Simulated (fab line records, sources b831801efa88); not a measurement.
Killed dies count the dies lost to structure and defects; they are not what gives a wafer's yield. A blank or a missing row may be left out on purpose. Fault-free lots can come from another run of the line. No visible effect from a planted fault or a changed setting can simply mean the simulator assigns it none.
fab line records | flow sky130
record lots=7 | wafers=21 | lastDay=49
route steps=708 shown LDD_HVN@274 LDD_HVP@278 LDD_LDN@289 PAD_OPEN@708
lots with no fault: from the same line, run without faults
startH: hours from the record's first day to the start of the lot's first wafer shown | waitH: time in hours since the lot's previous step | " as in the row above | L1.1+2: one row covering several wafers at once | - value missing, or start not given | * or withheld: withheld | < > ~ a bound
route shown NAME@n: NAME is a module with steps in the file, n the number in the route of the first one | usual: the fault-free wafers' mean and standard deviation | same: alike in all rows | chamber/n: place in a boat | sites: each site's reading | _std_site: how widely they spread, as a standard deviation | _edge_site: outer sites' mean less inner sites' | radiusMm: how far each site lies from the wafer's centre | mask NAME#n: copy n | behind: the most recent tool/chamber to have shaped the wafer | hold: cause of the lot's hold/its duration in hours/its outcome | device: whichever transistor did not switch (one of n, p or np) | end of line: the route-end tests of the same wafers | step lacking rows: just its recipe | killed: at the first sort, the dies lost to defects and structure; wafer yield is something else | map: shows each die of a wafer: x if killed, . if not, _ if none is there
set.NAME: the setting the step ran with; set.NAME@STEP: the setting that earlier step ran with | model.NAME: the simulator's own value behind a step, which no gauge read
lots at selected steps of the route; one table per step, one row per wafer
services: the hour from which a tool's chamber was out of use, counted from the record's first day as startH (under 0 if before that day), plus the number of hours and why
## steps
# step SKY_LDD_HVN_OVL_MEAS_07
# usual LDD_HVN_OVL=0.8/1.4
lot.wafer | tool       | chamber | startH | waitH | LDD_HVN_OVL[nm]
L664.2    | overlay-01 | -       | 483.83 | 0.1   | -0.8
L664.3    | "          | -       | "      | "     | -1.2
L664.5    | "          | -       | "      | "     | -1.1
L665.2    | overlay-02 | -       | 497.43 | 0.1   | -1.1
L665.3    | "          | -       | "      | "     | 1.0
L665.5    | "          | -       | "      | "     | 0.0
L671.3    | overlay-02 | -       | 548.09 | 0.1   | 3.1
L671.4    | "          | -       | "      | "     | -0.2
L671.6    | "          | -       | "      | "     | -0.4
L672.1    | overlay-02 | -       | 549.31 | 0.1   | -0.5
L672.4    | "          | -       | "      | "     | 1.0
L672.5    | "          | -       | "      | "     | 0.8
L676.3    | overlay-01 | -       | 599.89 | 0.1   | 1.3
L676.5    | "          | -       | "      | "     | 2.2
L676.6    | "          | -       | "      | "     | 0.6
L677.1    | overlay-02 | -       | 602.07 | 0.1   | -0.2
L677.2    | "          | -       | "      | "     | 0.5
L677.4    | "          | -       | "      | "     | 0.5
L678.1    | overlay-02 | -       | 613.56 | 0.1   | -1.4
L678.2    | "          | -       | "      | "     | -1.0
L678.5    | "          | -       | "      | "     | -0.3
# step SKY_LDD_HVN_IMPLANT_08
# recipe species=P | energyKev=60 | doseCm2=3e+13 | tiltDeg=40
# step SKY_LDD_HVN_STRIP_09
# recipe chemistry=O2/N2 | powerW=1400 | pressureMtorr=1500 | platenTempC=withheld | o2FlowSccm=3000 | n2FlowSccm=300 | overashFraction=0.5
# usual drypumpMotorCurrentA=5.6/0.67 | oesProductAu=0.408/0.0051 | stripTimeToEndpointS=4.139/0.013
lot.wafer | tool           | chamber | startH | waitH | drypumpMotorCurrentA | oesProductAu | rfHoursCounterH | stripTimeToEndpointS
L664.2    | plasmaAsher-03 | 1       | 484.01 | 0.1   | 5.3                  | 0.416        | 70              | 4.154
L664.3    | "              | 0       | "      | "     | 5.8                  | 0.404        | -               | 4.134
L664.5    | "              | 1       | "      | "     | 5.3                  | 0.413        | -               | 4.144
L665.2    | plasmaAsher-03 | 1       | 497.61 | 0.1   | 5.3                  | 0.394        | 71              | 4.173
L665.3    | "              | 0       | "      | "     | 5.8                  | 0.408        | -               | 4.141
L665.5    | "              | 0       | "      | "     | 5.8                  | 0.415        | -               | 4.145
L671.3    | plasmaAsher-04 | 1       | 548.29 | 0.1   | 4.7                  | 0.416        | -               | 4.164
L671.4    | "              | 0       | "      | "     | 6.5                  | 0.403        | -               | 4.142
L671.6    | "              | 1       | "      | "     | 4.7                  | 0.405        | -               | 4.131
L672.1    | plasmaAsher-01 | 1       | 549.50 | 0.1   | 5.4                  | 0.407        | 38              | 4.178
L672.4    | "              | 1       | "      | "     | 5.4                  | 0.406        | -               | 4.127
L672.5    | "              | 0       | "      | "     | 6.1                  | 0.411        | -               | 4.129
L676.3    | plasmaAsher-03 | 1       | 600.09 | 0.1   | 5.3                  | 0.407        | -               | 4.133
L676.5    | "              | 0       | "      | "     | 5.8                  | 0.412        | -               | 4.140
L676.6    | "              | 1       | "      | "     | 5.3                  | 0.412        | -               | 4.136
L677.1    | plasmaAsher-03 | 1       | 602.26 | 0.1   | 5.3                  | 0.401        | 81              | 4.154
L677.2    | "              | 0       | "      | "     | 5.8                  | 0.403        | 81              | 4.149
L677.4    | "              | 1       | "      | "     | 5.3                  | 0.402        | -               | 4.152
L678.1    | plasmaAsher-03 | 1       | 613.75 | 0.1   | 5.3                  | 0.416        | 83              | 4.129
L678.2    | "              | 0       | "      | "     | 5.9                  | 0.410        | 83              | 4.140
L678.5    | "              | 0       | "      | "     | 5.8                  | 0.404        | -               | 4.138
# step SKY_LDD_HVN_TW_MEAS_10
# usual LDD_HVN_TW=1450/12
lot.wafer | tool         | chamber | startH | waitH | LDD_HVN_TW
L664.2    | filmMetro-03 | -       | 484.12 | 0.1   | 1445
L664.3    | "            | -       | "      | "     | 1445
L664.5    | "            | -       | "      | "     | 1449
L665.2    | filmMetro-01 | -       | 497.72 | 0.1   | 1458
L665.3    | "            | -       | "      | "     | 1460
L665.5    | "            | -       | "      | "     | 1457
L671.3    | filmMetro-01 | -       | 548.41 | 0.1   | 1447
L671.4    | "            | -       | "      | "     | 1454
L671.6    | "            | -       | "      | "     | 1456
L672.1    | filmMetro-04 | -       | 549.60 | 0.1   | 1456
L672.4    | "            | -       | "      | "     | 1476
L672.5    | "            | -       | "      | "     | 1470
L676.3    | filmMetro-03 | -       | 600.18 | 0.1   | 1440
L676.5    | "            | -       | "      | "     | 1436
L676.6    | "            | -       | "      | "     | 1444
L677.1    | filmMetro-03 | -       | 602.36 | 0.1   | 1433
L677.2    | "            | -       | "      | "     | 1436
L677.4    | "            | -       | "      | "     | 1433
L678.1    | filmMetro-03 | -       | 613.85 | 0.1   | 1441
L678.2    | "            | -       | "      | "     | 1442
L678.5    | "            | -       | "      | "     | 1438
# step SKY_LDD_HVP_DEHYDRATE_00
# recipe tempC=200 | timeS=60
# step SKY_LDD_HVP_HMDS_01
# recipe primeTimeS=60 | primeTempC=120
# step SKY_LDD_HVP_COAT_02
# recipe resist=NOVOLAK | spinRpm=3000 | resistThkNm=300
# step SKY_LDD_HVP_SOFTBAKE_03
# recipe tempC=90 | timeS=60 | resist=NOVOLAK
# step SKY_LDD_HVP_EXPOSE_04
# recipe maskId=HVPTM | na=0.6 | sourceShape=conventional | sigmaOuter=0.6 | polarization=unpolarized | targetCdNm=700 | doseMj=86
# step SKY_LDD_HVP_PEB_05
# recipe tempC=withheld | timeS=* | resist=NOVOLAK
# step SKY_LDD_HVP_DEVELOP_06
# recipe resist=NOVOLAK | developer=TMAH | developTimeS=60 | devTempC=23
# step SKY_LDD_HVP_OVL_MEAS_07
# usual LDD_HVP_OVL=-0.2/1.3
lot.wafer | tool       | chamber | startH | waitH | LDD_HVP_OVL[nm]
L664.2    | overlay-02 | -       | 515.02 | 0.1   | 0.4
L664.3    | "          | -       | "      | "     | -1.5
L664.5    | "          | -       | "      | "     | -1.2
L665.2    | overlay-01 | -       | 527.77 | 0.1   | -2.2
L665.3    | "          | -       | "      | "     | -0.8
L665.5    | "          | -       | "      | "     | 0.2
L671.3    | overlay-01 | -       | 577.99 | 0.1   | 0.3
L671.4    | "          | -       | "      | "     | -0.3
L671.6    | "          | -       | "      | "     | -2.6
L672.1    | overlay-01 | -       | 578.31 | 0.1   | -0.6
L672.4    | "          | -       | "      | "     | -0.8
L672.5    | "          | -       | "      | "     | -0.9
L676.3    | overlay-02 | -       | 627.38 | 0.1   | -1.2
L676.5    | "          | -       | "      | "     | -1.3
L676.6    | "          | -       | "      | "     | 0.7
L677.1    | overlay-02 | -       | 629.62 | 0.1   | 2.3
L677.2    | "          | -       | "      | "     | 1.4
L677.4    | "          | -       | "      | "     | 0.9
L678.1    | overlay-02 | -       | 640.77 | 0.1   | 0.5
L678.2    | "          | -       | "      | "     | 0.9
L678.5    | "          | -       | "      | "     | 0.3
# step SKY_LDD_HVP_IMPLANT_08
# recipe species=B | energyKev=20 | doseCm2=1.7e+13 | tiltDeg=17.9
# usual doseIonsCm2=1.7002e+13/2e+10 | implantIonAmu=11/0
lot.wafer | tool         | chamber | startH | waitH | doseIonsCm2 | implantIonAmu | model.implant.rpNm | model.implant.drpNm
L664.2    | implanter-04 | 0       | 515.08 | 0.0   | 1.7003e+13  | 11            | 62.34              | 28.53
L664.3    | "            | 0       | "      | "     | 1.6971e+13  | 11            | 62.34              | 28.53
L664.5    | "            | 0       | "      | "     | 1.6995e+13  | 11            | 62.34              | 28.53
L665.2    | implanter-03 | 0       | 527.83 | 0.0   | 1.7e+13     | 11            | 61.88              | 28.53
L665.3    | "            | 0       | "      | "     | 1.6996e+13  | 11            | 61.88              | 28.53
L665.5    | "            | 0       | "      | "     | 1.6987e+13  | 11            | 61.88              | 28.53
L671.3    | implanter-04 | 0       | 578.06 | 0.1   | 1.7031e+13  | 11            | 63.87              | 28.53
L671.4    | "            | 0       | "      | "     | 1.7005e+13  | 11            | 63.87              | 28.53
L671.6    | "            | 0       | "      | "     | 1.6993e+13  | 11            | 63.87              | 28.53
L672.1    | implanter-02 | 0       | 578.35 | 0.0   | 1.7007e+13  | 11            | 62.74              | 28.53
L672.4    | "            | 0       | "      | "     | 1.7007e+13  | 11            | 62.74              | 28.53
L672.5    | "            | 0       | "      | "     | 1.7031e+13  | 11            | 62.74              | 28.53
L676.3    | implanter-03 | 0       | 627.45 | 0.1   | 1.7009e+13  | 49            | 16.36              | 9.782
L676.5    | "            | 0       | "      | "     | 1.698e+13   | 49            | 16.36              | 9.782
L676.6    | "            | 0       | "      | "     | 1.7021e+13  | 49            | 16.36              | 9.782
L677.1    | implanter-04 | 0       | 629.66 | 0.0   | 1.7024e+13  | 49            | 16.58              | 9.782
L677.2    | "            | 0       | "      | "     | 1.7029e+13  | 49            | 16.58              | 9.782
L677.4    | "            | 0       | "      | "     | 1.7007e+13  | 49            | 16.58              | 9.782
L678.1    | implanter-03 | 0       | 640.81 | 0.0   | 1.7019e+13  | 49            | 16.54              | 9.782
L678.2    | "            | 0       | "      | "     | 1.7021e+13  | 49            | 16.54              | 9.782
L678.5    | "            | 0       | "      | "     | 1.7016e+13  | 49            | 16.54              | 9.782
# step SKY_LDD_HVP_STRIP_09
# recipe chemistry=O2/N2 | powerW=1400 | pressureMtorr=1500 | platenTempC=withheld | o2FlowSccm=3000 | n2FlowSccm=300 | overashFraction=0.5
# usual drypumpMotorCurrentA=5.6/0.59 | oesProductAu=0.408/0.0051 | stripTimeToEndpointS=4.139/0.011
lot.wafer | tool           | chamber | startH | waitH | drypumpMotorCurrentA | oesProductAu | rfHoursCounterH | stripTimeToEndpointS
L664.2    | plasmaAsher-04 | 0       | 515.20 | 0.1   | 6.5                  | 0.419        | 83              | 4.134
L664.3    | "              | 0       | "      | "     | 6.5                  | 0.415        | -               | 4.139
L664.5    | "              | 1       | "      | "     | 4.7                  | 0.416        | -               | 4.139
L665.2    | plasmaAsher-02 | 0       | 527.95 | 0.1   | 6.2                  | 0.411        | 9               | 4.142
L665.3    | "              | 1       | "      | "     | 5.2                  | 0.413        | -               | 4.153
L665.5    | "              | 0       | "      | "     | 6.2                  | 0.411        | -               | 4.169
L671.3    | plasmaAsher-02 | 1       | 578.19 | 0.1   | 5.2                  | 0.407        | -               | 4.141
L671.4    | "              | 0       | "      | "     | 6.2                  | 0.416        | -               | 4.136
L671.6    | "              | 1       | "      | "     | 5.2                  | 0.406        | -               | 4.128
L672.1    | plasmaAsher-02 | 0       | 578.50 | 0.1   | 6.2                  | 0.411        | 13              | 4.145
L672.4    | "              | 0       | "      | "     | 6.2                  | 0.419        | -               | 4.140
L672.5    | "              | 0       | "      | "     | 6.2                  | 0.409        | -               | 4.145
L676.3    | plasmaAsher-02 | 0       | 627.58 | 0.1   | 6.2                  | 0.418        | -               | 4.147
L676.5    | "              | 0       | "      | "     | 6.3                  | 0.409        | -               | 4.143
L676.6    | "              | 1       | "      | "     | 5.2                  | 0.417        | -               | 4.139
L677.1    | plasmaAsher-02 | 0       | 629.81 | 0.1   | 6.2                  | 0.401        | 18              | 4.132
L677.2    | "              | 1       | "      | "     | 5.2                  | 0.412        | 18              | 4.138
L677.4    | "              | 1       | "      | "     | 5.2                  | 0.413        | -               | 4.136
L678.1    | plasmaAsher-02 | 1       | 640.96 | 0.1   | 5.2                  | 0.412        | 19              | 4.116
L678.2    | "              | 0       | "      | "     | 6.2                  | 0.408        | 19              | 4.127
L678.5    | "              | 1       | "      | "     | 5.2                  | 0.404        | -               | 4.132
# step SKY_LDD_HVP_TW_MEAS_10
# usual LDD_HVP_TW=462/4.2
lot.wafer | tool         | chamber | startH | waitH | LDD_HVP_TW
L664.2    | filmMetro-03 | -       | 515.31 | 0.1   | 457
L664.3    | "            | -       | "      | "     | 457
L664.5    | "            | -       | "      | "     | 459
L665.2    | filmMetro-02 | -       | 528.06 | 0.1   | 461
L665.3    | "            | -       | "      | "     | 463
L665.5    | "            | -       | "      | "     | 462
L671.3    | filmMetro-02 | -       | 578.28 | 0.1   | 460
L671.4    | "            | -       | "      | "     | 459
L671.6    | "            | -       | "      | "     | 460
L672.1    | filmMetro-02 | -       | 578.60 | 0.1   | 461
L672.4    | "            | -       | "      | "     | 463
L672.5    | "            | -       | "      | "     | 459
L676.3    | filmMetro-03 | -       | 627.67 | 0.1   | 706
L676.5    | "            | -       | "      | "     | 710
L676.6    | "            | -       | "      | "     | 707
L677.1    | filmMetro-04 | -       | 629.91 | 0.1   | 716
L677.2    | "            | -       | "      | "     | 712
L677.4    | "            | -       | "      | "     | 715
L678.1    | filmMetro-03 | -       | 641.06 | 0.1   | 710
L678.2    | "            | -       | "      | "     | 712
L678.5    | "            | -       | "      | "     | 711
# step SKY_LDD_LDN_DEHYDRATE_00
# recipe tempC=200 | timeS=60
# step SKY_PAD_OPEN_PROBE_99
# usual killed_at_M0_to_M3=43/6.4 | killed_at_M4_up=2.9/1.7 | killedAtContacts=24/5 | killedAtFrontEnd=15/4 | killedAtOther=0.4/0.62 | killedDies=86/9.3 | killedOpen=47/6.8 | killedShort=38/5.8
# same grossDies=492 | killedAtBackSide=0
lot.wafer | tool      | chamber | startH  | waitH | killed_at_M0_to_M3 | killed_at_M4_up | killedAtContacts | killedAtFrontEnd | killedAtOther | killedDies | killedOpen | killedShort | model.etest.tip_p_5v.rsOhmSq | model.etest.pfetG5v0d10v5.rOnOhmUm | model.etest.tip_p_5v.rsOhmSqRange | model.etest.pfetG5v0d10v5.driveUaUm | model.etest.resPdiffHv.rsOhmSq | model.etest.ring_5v.delayPs | model.etest.pfetG5v0d10v5.offLog10AUm | model.etest.pfetG5v0d10v5.vtSatV
L664.2    | prober-01 | -       | 1087.80 | 0.1   | 45                 | 3               | 22               | 13               | 0             | 83         | 45         | 38          | 2885                         | 4771                               | 54.15                             | 340.4                               | 194.6                          | 44.95                       | -12.93                                | -0.6804
L664.3    | prober-01 | -       | 1087.85 | 0.2   | 38                 | 3               | 22               | 17               | 0             | 80         | 42         | 38          | 2875                         | 4728                               | 83.3                              | 341.8                               | 194.2                          | 44.73                       | -12.78                                | -0.655
L664.5    | prober-01 | -       | 1087.95 | 0.2   | 40                 | 3               | 18               | 12               | 0             | 73         | 40         | 33          | 2894                         | 4701                               | 64.29                             | 347.5                               | 192.1                          | 44.34                       | -12.84                                | -0.6652
L665.3    | prober-02 | -       | 1097.84 | 0.2   | 47                 | 3               | 23               | 18               | 0             | 91         | 50         | 41          | 2830                         | 4763                               | 64.81                             | 341.5                               | 189.1                          | 44.8                        | -11.97                                | -0.5897
L665.5    | prober-02 | -       | 1097.94 | 0.2   | 44                 | 0               | 19               | 16               | 0             | 79         | 45         | 33          | 2842                         | 4744                               | 46.07                             | 348.7                               | 191.3                          | 44.65                       | -11.97                                | -0.5942
L671.3    | prober-02 | -       | 1140.80 | 0.2   | 40                 | 0               | 27               | 16               | 0             | 83         | 46         | 35          | 2838                         | 4817                               | 92.64                             | 335.1                               | 194.8                          | 44.64                       | -12.23                                | -0.6016
L671.4    | prober-02 | -       | 1140.85 | 0.2   | 43                 | 5               | 19               | 20               | 0             | 87         | 41         | 44          | 2826                         | 4842                               | 52.57                             | 332.1                               | 194.1                          | 44.94                       | -12.04                                | -0.5813
L671.6    | prober-02 | -       | 1140.95 | 0.2   | 48                 | 2               | 23               | 10               | 0             | 83         | 48         | 35          | 2823                         | 4851                               | 36.27                             | 336                                 | 194.7                          | 44.81                       | -11.82                                | -0.5674
L672.1    | prober-02 | -       | 1141.85 | 0.1   | 44                 | 1               | 22               | 19               | 1             | 87         | 52         | 35          | 2863                         | 4841                               | 33.05                             | 338.6                               | 189.1                          | 45.05                       | -12.85                                | -0.6679
L672.4    | prober-02 | -       | 1142.00 | 0.2   | 61                 | 4               | 25               | 12               | 1             | 103        | 57         | 46          | 2860                         | 4964                               | 58.52                             | 326.7                               | 189.1                          | 45.48                       | -12.94                                | -0.6838
L672.5    | prober-02 | -       | 1142.05 | 0.2   | 47                 | 4               | 17               | 14               | 0             | 82         | 45         | 37          | 2853                         | 4874                               | 77.19                             | 331.9                               | 190.4                          | 45.22                       | -12.97                                | -0.6918
L676.3    | prober-02 | -       | 1165.75 | 0.2   | 52                 | 4               | 24               | 15               | 0             | 95         | 56         | 39          | 4610                         | 5268                               | 149.3                             | 305.3                               | 197                            | 46.23                       | -13.4                                 | -0.7712
L676.5    | prober-02 | -       | 1165.85 | 0.2   | 54                 | 5               | 24               | 17               | 0             | 100        | 49         | 51          | 4622                         | 5226                               | 121.6                             | 304.6                               | 194.7                          | 47.02                       | -13.4                                 | -0.7952
L676.6    | prober-02 | -       | 1165.90 | 0.2   | 41                 | 6               | 32               | 15               | 0             | 94         | 45         | 49          | 4631                         | 5283                               | 132.1                             | 303.6                               | 196.6                          | 46.61                       | -13.45                                | -0.7764
L677.1    | prober-01 | -       | 1166.97 | 0.1   | 51                 | 2               | 22               | 9                | 1             | 85         | 44         | 40          | 4559                         | 5187                               | 111.6                             | 314.8                               | 193.9                          | 45.58                       | -13.34                                | -0.7542
L677.2    | prober-01 | -       | 1167.02 | 0.1   | 50                 | 3               | 30               | 10               | 0             | 93         | 56         | 37          | 4579                         | 5118                               | 127.1                             | 316.7                               | 193.6                          | 45.79                       | -13.27                                | -0.748
L677.4    | prober-01 | -       | 1167.12 | 0.2   | 53                 | 2               | 24               | 11               | 1             | 91         | 50         | 40          | 4540                         | 5188                               | 98.96                             | 311.8                               | 193.5                          | 46.77                       | -13.31                                | -0.7814
L678.1    | prober-01 | -       | 1170.23 | 0.1   | 44                 | 4               | 24               | 19               | 0             | 91         | 49         | 39          | 4520                         | 5163                               | 191.2                             | 314.6                               | 192.9                          | 45.89                       | -13.15                                | -0.7697
L678.2    | prober-01 | -       | 1170.28 | 0.1   | 38                 | 3               | 24               | 20               | 0             | 85         | 36         | 49          | 4477                         | 5232                               | 78.33                             | 309.1                               | 192.9                          | 47.02                       | -13.36                                | -0.7827
L678.5    | prober-01 | -       | 1170.43 | 0.2   | 45                 | 3               | 24               | 22               | 0             | 94         | 54         | 40          | 4553                         | 5279                               | 89.29                             | 305.6                               | 192.7                          | 46.8                        | -13.37                                | -0.7775
# killed by level:class
L664.2 LI_CONTACT:geometricParticle:open=10 VIA3:geometricParticle:open=10 VIA1:geometricParticle:short=8 VIA1:geometricParticle:open=8 FIELD_ISO:geometricParticle:short=5 METAL1:geometricParticle:short=4 VIA2:geometricParticle:open=4 POLY_GATE:geometricParticle:open=3
L664.3 LI_CONTACT:geometricParticle:open=8 METAL1:geometricParticle:short=6 CONTACT:geometricParticle:open=6 VIA2:geometricParticle:open=6 FIELD_ISO:geometricParticle:open=5 METAL2:geometricParticle:short=5 VIA1:geometricParticle:open=5 VIA3:geometricParticle:open=4
L664.5 VIA1:geometricParticle:open=11 CONTACT:geometricParticle:open=7 CONTACT:geometricParticle:short=6 VIA1:geometricParticle:short=6 METAL1:geometricParticle:short=5 VIA2:geometricParticle:open=5 FIELD_ISO:geometricParticle:open=4 LI_CONTACT:geometricParticle:open=3
L665.3 CONTACT:geometricParticle:open=9 METAL2:geometricParticle:short=9 FIELD_ISO:geometricParticle:open=7 VIA3:geometricParticle:open=7 VIA1:geometricParticle:open=6 LI_CONTACT:geometricParticle:open=5 VIA2:geometricParticle:open=5 METAL2:geometricParticle:open=5
L665.5 VIA1:geometricParticle:open=13 LI_CONTACT:geometricParticle:short=6 VIA3:geometricParticle:open=6 FIELD_ISO:geometricParticle:short=5 LI_CONTACT:geometricParticle:open=5 CONTACT:geometricParticle:open=5 METAL1:geometricParticle:short=5 VIA2:geometricParticle:open=4
L671.3 VIA2:geometricParticle:open=10 LI_CONTACT:geometricParticle:open=9 VIA1:geometricParticle:open=8 CONTACT:geometricParticle:open=7 METAL1:geometricParticle:short=7 FIELD_ISO:geometricParticle:open=4 POLY_GATE:geometricParticle:short=4 CONTACT:geometricParticle:short=4
L671.4 METAL2:geometricParticle:short=12 FIELD_ISO:geometricParticle:short=6 CONTACT:geometricParticle:open=6 VIA1:geometricParticle:open=6 FIELD_ISO:geometricParticle:open=5 LI_CONTACT:geometricParticle:open=5 VIA2:geometricParticle:open=5 VIA1:geometricParticle:short=5
L671.6 CONTACT:geometricParticle:open=9 VIA1:geometricParticle:open=9 VIA2:geometricParticle:open=7 VIA3:geometricParticle:open=7 VIA2:geometricParticle:short=6 LI_CONTACT:geometricParticle:open=5 VIA1:geometricParticle:short=5 POLY_GATE:geometricParticle:open=4
L672.1 VIA1:geometricParticle:open=12 LI_CONTACT:geometricParticle:open=10 VIA3:geometricParticle:open=9 POLY_GATE:geometricParticle:short=7 CONTACT:geometricParticle:open=6 FIELD_ISO:geometricParticle:short=4 METAL1:geometricParticle:short=4 METAL2:geometricParticle:short=4
L672.4 VIA1:geometricParticle:open=14 CONTACT:geometricParticle:open=11 VIA3:geometricParticle:open=11 METAL1:geometricParticle:short=8 METAL2:geometricParticle:short=8 VIA2:geometricParticle:open=6 LOCAL_INTERCONNECT:geometricParticle:short=5 CONTACT:geometricParticle:short=5
L672.5 VIA2:geometricParticle:open=9 VIA1:geometricParticle:short=8 CONTACT:geometricParticle:open=6 VIA1:geometricParticle:open=6 POLY_GATE:geometricParticle:open=5 LI_CONTACT:geometricParticle:open=5 LOCAL_INTERCONNECT:geometricParticle:short=5 METAL1:geometricParticle:short=4
L676.3 VIA1:geometricParticle:open=14 CONTACT:geometricParticle:open=10 FIELD_ISO:geometricParticle:short=7 METAL1:geometricParticle:short=7 LI_CONTACT:geometricParticle:open=6 METAL2:geometricParticle:short=6 CONTACT:geometricParticle:short=5 FIELD_ISO:geometricParticle:open=4
L676.5 VIA2:geometricParticle:open=9 CONTACT:geometricParticle:open=8 METAL1:geometricParticle:short=8 VIA1:geometricParticle:short=6 VIA1:geometricParticle:open=6 FIELD_ISO:geometricParticle:open=5 FIELD_ISO:geometricParticle:short=5 METAL3:geometricParticle:short=5
L676.6 VIA1:geometricParticle:open=14 CONTACT:geometricParticle:open=10 FIELD_ISO:geometricParticle:short=8 LI_CONTACT:geometricParticle:short=8 LI_CONTACT:geometricParticle:open=6 LOCAL_INTERCONNECT:geometricParticle:short=5 METAL1:geometricParticle:short=5 VIA1:geometricParticle:short=4
L677.1 VIA1:geometricParticle:open=14 CONTACT:geometricParticle:open=10 CONTACT:geometricParticle:short=7 VIA3:geometricParticle:open=7 VIA2:geometricParticle:short=6 VIA1:geometricParticle:short=5 METAL2:geometricParticle:open=5 VIA3:geometricParticle:short=4
L677.2 CONTACT:geometricParticle:open=13 VIA1:geometricParticle:open=11 VIA2:geometricParticle:open=9 VIA3:geometricParticle:open=9 LI_CONTACT:geometricParticle:open=7 METAL1:geometricParticle:short=7 CONTACT:geometricParticle:short=6 VIA1:geometricParticle:short=5
L677.4 VIA1:geometricParticle:open=13 CONTACT:geometricParticle:open=12 VIA2:geometricParticle:open=9 VIA1:geometricParticle:short=8 VIA3:geometricParticle:open=7 LOCAL_INTERCONNECT:geometricParticle:short=5 METAL1:geometricParticle:short=5 LI_CONTACT:geometricParticle:short=4
L678.1 VIA1:geometricParticle:open=12 VIA3:geometricParticle:open=8 LI_CONTACT:geometricParticle:open=6 FIELD_ISO:geometricParticle:open=5 LOCAL_INTERCONNECT:geometricParticle:open=5 FIELD_ISO:geometricParticle:short=4 LOCAL_INTERCONNECT:geometricParticle:short=4 CONTACT:geometricParticle:open=4
L678.2 METAL2:geometricParticle:short=8 CONTACT:geometricParticle:open=6 VIA1:geometricParticle:open=6 VIA1:geometricParticle:short=6 FIELD_ISO:geometricParticle:short=5 LOCAL_INTERCONNECT:geometricParticle:short=5 LI_CONTACT:geometricParticle:short=5 METAL1:geometricParticle:short=5
L678.5 VIA1:geometricParticle:open=15 POLY_GATE:geometricParticle:open=8 LI_CONTACT:geometricParticle:open=8 METAL2:geometricParticle:short=7 METAL1:geometricParticle:short=7 LOCAL_INTERCONNECT:geometricParticle:short=5 CONTACT:geometricParticle:open=5 VIA3:geometricParticle:open=5
## services
tool           | chamber | startH | hours | kind
plasmaAsher-02 | -       | 468.69 | 10.2  | repair
plasmaAsher-01 | -       | 486.24 | 1.1   | repair
plasmaAsher-01 | -       | 490.53 | 2.8   | pm
plasmaAsher-02 | -       | 529.87 | 14.6  | pm
implanter-04   | -       | 531.32 | 5.4   | pm
plasmaAsher-03 | -       | 547.75 | 0.9   | repair
implanter-04   | -       | 569.88 | 5.2   | pm
implanter-03   | -       | 572.96 | 3.5   | repair
implanter-03   | -       | 606.03 | 4.0   | pm
plasmaAsher-01 | -       | 606.77 | 4.9   | repair
plasmaAsher-02 | -       | 608.38 | 2.8   | pm
plasmaAsher-03 | -       | 632.64 | 8.8   | repair
implanter-04   | -       | 633.05 | 2.7   | repair
## key
firstSign step=SKY_LDD_HVP_IMPLANT_08 | reading=implantIonAmu | direction=up | sigmas=99+ | usual=11 | struck=49
effect step=SKY_LDD_HVP_TW_MEAS_10 | reading=LDD_HVP_TW | direction=up | sigmas=60 | usual=462 | struck=711
modelEffect step=SKY_LDD_HVP_IMPLANT_08 | value=implant.rpNm | without=62.59 | struck=16.5
modelEffect step=SKY_PAD_OPEN_PROBE_99 | value=etest.tip_p_5v.rsOhmSq | without=2856 | struck=4566
metAt SKY_LDD_HVP_IMPLANT_08
struckWafers L676.3,L676.5,L676.6,L677.1,L677.2,L677.4,L678.1,L678.2,L678.5
testerLeftOut L676,L677,L678
onsetBetween 578.35 627.45
fault kind=wrongRecipeDownload | tool=implanter-02,implanter-03,implanter-04 | chamber=- | onsetH=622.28 | steps=SKY_LDD_HVP_IMPLANT_08 | wrongRecipe.notListed=1
# testerLeftOut: of these lots the tester's yield and bins aren't shown, on N5 and GAA mostly nor the transistor test; their killed dies are dies lost to structure and defects alone, not to doping, threshold or leakage, so they don't give the yield
